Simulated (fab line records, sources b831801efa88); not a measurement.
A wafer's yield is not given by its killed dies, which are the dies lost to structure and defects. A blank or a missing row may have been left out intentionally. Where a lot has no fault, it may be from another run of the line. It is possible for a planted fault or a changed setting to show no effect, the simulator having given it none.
Shared-tool check || flow gf180mcu || 11 lots and 33 wafers in the sample

## WHAT PROMPTED THE OPENING
At GF_CONTACT_RS_MEAS_25 the reading CONTACT_W_RS is flagged on 2 of 11 lots. No-fault wafers: 0.386 ohm/sq, standard deviation 0.0045.
Rule: flag the lot when none of its wafers has a number, or when each of its wafers that has one lies beyond 4 standard deviations from that mean. All remaining lots are regarded as sound.

{"lot": "L326", "measured": "day 16 09:52", "on": "film_metro-02", "CONTACT_W_RS (ohm/sq), wafer by wafer": "0.389 0.385 0.381", "flag": ""}
{"lot": "L331", "measured": "day 18 09:42", "on": "film_metro-01", "CONTACT_W_RS (ohm/sq), wafer by wafer": "0.390 0.387 0.386", "flag": ""}
{"lot": "L332", "measured": "day 18 17:14", "on": "film_metro-02", "CONTACT_W_RS (ohm/sq), wafer by wafer": "0.228 0.226 0.226", "flag": "FLAGGED"}
{"lot": "L333", "measured": "day 19 04:03", "on": "film_metro-02", "CONTACT_W_RS (ohm/sq), wafer by wafer": "0.227 0.225 0.225", "flag": "FLAGGED"}
{"lot": "L335", "measured": "day 19 21:12", "on": "film_metro-04", "CONTACT_W_RS (ohm/sq), wafer by wafer": "0.385 0.393 0.384", "flag": ""}
{"lot": "L342", "measured": "day 22 07:57", "on": "film_metro-04", "CONTACT_W_RS (ohm/sq), wafer by wafer": "0.393 0.395 0.392", "flag": ""}
{"lot": "L343", "measured": "day 23 00:46", "on": "film_metro-02", "CONTACT_W_RS (ohm/sq), wafer by wafer": "0.382 0.387 0.383", "flag": ""}
{"lot": "L345", "measured": "day 23 12:51", "on": "film_metro-01", "CONTACT_W_RS (ohm/sq), wafer by wafer": "0.391 0.394 0.394", "flag": ""}
{"lot": "L346", "measured": "day 23 16:50", "on": "film_metro-02", "CONTACT_W_RS (ohm/sq), wafer by wafer": "0.383 0.389 0.389", "flag": ""}
{"lot": "L348", "measured": "day 24 10:43", "on": "film_metro-04", "CONTACT_W_RS (ohm/sq), wafer by wafer": "0.381 0.379 0.390", "flag": ""}
{"lot": "L347", "measured": "day 24 11:31", "on": "film_metro-01", "CONTACT_W_RS (ohm/sq), wafer by wafer": "0.387 0.386 0.378", "flag": ""}
Average over the flagged lots: 0.226 ohm/sq; offset from the usual -0.160 ohm/sq, equal to -36 standard deviations.

## WHICH TOOL EACH LOT WENT THROUGH
The record keeps 1 process step preceding the reading, out of 602 steps on the route. Cell contents, in order: the tool; ch with the chambers the sampled wafers went through; the start.
{"lot": "L326", "flag": "", "GF_CONTACT_CVD_24": "cvd_w-02 ch 0,1, day 16 09:46"}
{"lot": "L331", "flag": "", "GF_CONTACT_CVD_24": "cvd_w-01 ch 0,1, day 18 09:35"}
{"lot": "L332", "flag": "FLAGGED", "GF_CONTACT_CVD_24": "cvd_w-01 ch 0,1, day 18 17:08"}
{"lot": "L333", "flag": "FLAGGED", "GF_CONTACT_CVD_24": "cvd_w-01 ch 0,1, day 19 03:56"}
{"lot": "L335", "flag": "", "GF_CONTACT_CVD_24": "cvd_w-02 ch 0,1, day 19 21:05"}
{"lot": "L342", "flag": "", "GF_CONTACT_CVD_24": "cvd_w-01 ch 0,1, day 22 07:51"}
{"lot": "L343", "flag": "", "GF_CONTACT_CVD_24": "cvd_w-02 ch 0,1, day 23 00:40"}
{"lot": "L345", "flag": "", "GF_CONTACT_CVD_24": "cvd_w-01 ch 1, day 23 12:44"}
{"lot": "L346", "flag": "", "GF_CONTACT_CVD_24": "cvd_w-02 ch 0,1, day 23 16:43"}
{"lot": "L348", "flag": "", "GF_CONTACT_CVD_24": "cvd_w-01 ch 0,1, day 24 10:37"}
{"lot": "L347", "flag": "", "GF_CONTACT_CVD_24": "cvd_w-01 ch 0,1, day 24 11:25"}
What is done by these steps:
- GF_CONTACT_CVD_24: deposits W, target thk 300 nm, time 90.339 s.
- GF_CONTACT_RS_MEAS_25: measures by four-point-probe.

## FLAGGED AGAINST TOTAL, ONE TOOL AT A TIME (gauges that did the reading follow at the end)
{"step": "GF_CONTACT_CVD_24", "tool": "cvd_w-01", "lots run": 7, "flagged": 2, "share of the flagged lots": "all", "sound lots run after its first flagged lot": "4 (L342,L345,L348,L347)"}
{"step": "GF_CONTACT_CVD_24", "tool": "cvd_w-02", "lots run": 4, "flagged": 0, "share of the flagged lots": "none", "sound lots run after its first flagged lot": "-"}
{"step": "GF_CONTACT_RS_MEAS_25", "tool": "film_metro-01", "lots run": 3, "flagged": 0, "share of the flagged lots": "none", "sound lots run after its first flagged lot": "-"}
{"step": "GF_CONTACT_RS_MEAS_25", "tool": "film_metro-02", "lots run": 5, "flagged": 2, "share of the flagged lots": "all", "sound lots run after its first flagged lot": "2 (L343,L346)"}
{"step": "GF_CONTACT_RS_MEAS_25", "tool": "film_metro-04", "lots run": 3, "flagged": 0, "share of the flagged lots": "none", "sound lots run after its first flagged lot": "-"}

## WHAT THE TABLE ALLOWS
Every flagged lot went through 2 rows of the table: cvd_w-01 at GF_CONTACT_CVD_24 and film_metro-02 at GF_CONTACT_RS_MEAS_25.
- cvd_w-01 at GF_CONTACT_CVD_24 ran 7 lots, 2 of them flagged. Lots that were sound ran on it after the first flagged one (L342, L345, L348, L347); a persistent fault on the entire tool would not allow that. Its own readings lie more than 4 standard deviations out on every wafer of the flagged lots: heater_power_outer_w, susceptor_temp_C.
- film_metro-02 at GF_CONTACT_RS_MEAS_25 ran 5 lots, 2 of them flagged. Lots that were sound ran on it after the first flagged one (L343, L346); a persistent fault on the entire tool would not allow that.
Every row of the table either missed a flagged lot or ran a sound lot after the first.

## WHAT WAS PUT IN BY THE SIMULATOR
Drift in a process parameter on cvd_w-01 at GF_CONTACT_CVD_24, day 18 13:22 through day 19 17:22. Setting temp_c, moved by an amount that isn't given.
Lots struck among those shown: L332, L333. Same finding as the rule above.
